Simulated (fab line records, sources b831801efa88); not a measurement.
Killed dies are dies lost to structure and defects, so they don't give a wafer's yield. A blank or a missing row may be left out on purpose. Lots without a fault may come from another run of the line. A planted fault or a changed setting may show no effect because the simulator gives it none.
Which tool did it? | flow sky130 | 11 lots, 33 wafers sampled, at 3 steps of a route of 708

WHAT THE GAUGES READ, wafer by wafer
SKY_PASSIVATION_THK_MEAS_03. Usual: PASSIVATION_CVD_02_THK 541 nm, standard deviation 8.4.
lot  | measured     | on            | PASSIVATION_CVD_02_THK (nm) | flag
L189 | day 43 18:01 | film_metro-02 | 528 538 544                 |
L190 | day 44 06:28 | film_metro-01 | 530 533 549                 |
L195 | day 45 10:07 | film_metro-04 | 534 549 540                 |
L196 | day 45 23:52 | film_metro-02 | 541 525 539                 |
L197 | day 46 04:28 | film_metro-02 | 539 552 546                 |
L198 | day 46 14:22 | film_metro-04 | 545 556 548                 |
L199 | day 46 15:45 | film_metro-02 | 531 541 546                 |
L206 | day 48 12:21 | film_metro-01 | 520 532 528                 |
L207 | day 48 14:27 | film_metro-01 | 544 553 546                 |
L211 | day 49 22:58 | film_metro-01 | 538 534 540                 |
L210 | day 50 02:28 | film_metro-01 | 545 551 544                 |

WHICH TOOL RAN EACH LOT (tool, then ch and the chambers of the sampled wafers, then the start)
lot  | SKY_VIA2_CMP_02               | SKY_VIA3_ETCH_14
L189 | cmp-02 ch 0,2, day 34 23:26   | rie_diel-03 ch 2,3, day 39 11:43
L190 | cmp-02 ch 0,1, day 35 16:30   | rie_diel-03 ch 1,3, day 40 02:10
L195 | cmp-01 ch 0,1,2, day 37 01:25 | rie_diel-02 ch 0,1,2, day 41 09:19
L196 | cmp-02 ch 0,3, day 37 16:30   | rie_diel-02 ch 0,1,2, day 42 00:56
L197 | cmp-02 ch 0,1,3, day 37 22:49 | rie_diel-01 ch 0,3, day 42 05:40
L198 | cmp-02 ch 1,2,3, day 38 10:04 | rie_diel-03 ch 2,3, day 42 16:43
L199 | cmp-02 ch 1,3, day 38 10:58   | rie_diel-02 ch 0,2,3, day 42 17:47
L206 | cmp-01 ch 0,1,3, day 40 20:20 | rie_diel-03 ch 0,1, day 44 21:31
L207 | cmp-01 ch 0,1,2, day 40 22:41 | rie_diel-03 ch 0,1,3, day 44 23:23
L211 | cmp-02 ch 0,1,2, day 42 17:02 | rie_diel-01 ch 0,3, day 46 13:01
L210 | cmp-02 ch 0,3, day 42 21:11   | rie_diel-03 ch 1,2,3, day 46 18:04
- SKY_VIA2_CMP_02: polishes SiO2.
- SKY_VIA3_ETCH_14: etches BARC in N2/H2, stops on SiO2, time 45.9 s, target depth 60 nm.

WHAT THE TOOLS THEMSELVES READ (means of the sampled wafers that have a number; where no wafer has one, the mark that the record gives instead)
SKY_VIA2_CMP_02. Usual: motor_current_A 12.0 A, standard deviation 1.5; platen_rpm 60.00 rpm, standard deviation 0.041; slurry_filter_dp_kPa 13.51 kPa, standard deviation 0.15.
lot  | tool   | motor_current_A (A) | platen_rpm (rpm) | slurry_filter_dp_kPa (kPa) | flag
L189 | cmp-02 | 13.1                | 60.01            | 13.49                      |
L190 | cmp-02 | 12.1                | 60.01            | 13.53                      |
L195 | cmp-01 | 13.2                | 60.03            | 13.55                      |
L196 | cmp-02 | 11.5                | 60.02            | 13.42                      |
L197 | cmp-02 | 11.1                | 60.00            | 13.44                      |
L198 | cmp-02 | 11.6                | 59.99            | 13.58                      |
L199 | cmp-02 | 10.9                | 60.03            | 13.54                      |
L206 | cmp-01 | 12.5                | 60.01            | 13.65                      |
L207 | cmp-01 | 13.2                | 60.00            | 13.48                      |
L211 | cmp-02 | 12.6                | 60.03            | 13.48                      |
L210 | cmp-02 | 10.6                | 60.01            | 13.47                      |

SKY_VIA3_ETCH_14. Usual: drypump_motor_current_A 5.8 A, standard deviation 0.4; oes_product_au 0.854 a.u., standard deviation 0.0047; throttle_valve_pct 13.224 %, standard deviation 0.01.
lot  | tool        | drypump_motor_current_A (A) | oes_product_au (a.u.) | throttle_valve_pct (%) | flag
L189 | rie_diel-03 | 5.7                         | 0.855                 | 13.221                 |
L190 | rie_diel-03 | 5.6                         | 0.853                 | 13.221                 |
L195 | rie_diel-02 | 5.7                         | 0.853                 | 13.232                 |
L196 | rie_diel-02 | 5.8                         | 0.858                 | 13.216                 |
L197 | rie_diel-01 | 5.0                         | 0.857                 | 13.238                 |
L198 | rie_diel-03 | 5.7                         | 0.856                 | 13.235                 |
L199 | rie_diel-02 | 5.9                         | 0.861                 | 13.231                 |
L206 | rie_diel-03 | 6.1                         | 0.856                 | 13.226                 |
L207 | rie_diel-03 | 5.9                         | 0.860                 | 13.218                 |
L211 | rie_diel-01 | 5.0                         | 0.858                 | 13.227                 |
L210 | rie_diel-03 | 5.7                         | 0.854                 | 13.225                 |

THE ANSWER, worked out from the rows above alone
Rule: a lot is off if the mean of its wafers that have a number lies more than 3 standard deviations from the usual mean. A lot without any number at a reading at which 4 lots or more have one is off too. The other lots that the step has rows for count as sound. The gauges are gone through in route order, then the tools' own readings, and for those a lot's mean is taken as printed above. The first step at which some lot is off is used, and at that step the reading that is off furthest; a lot without a number counts as furthest.
No lot is off at any reading shown: from this, nothing can be told.

WHAT THE SIMULATOR HAD PUT IN
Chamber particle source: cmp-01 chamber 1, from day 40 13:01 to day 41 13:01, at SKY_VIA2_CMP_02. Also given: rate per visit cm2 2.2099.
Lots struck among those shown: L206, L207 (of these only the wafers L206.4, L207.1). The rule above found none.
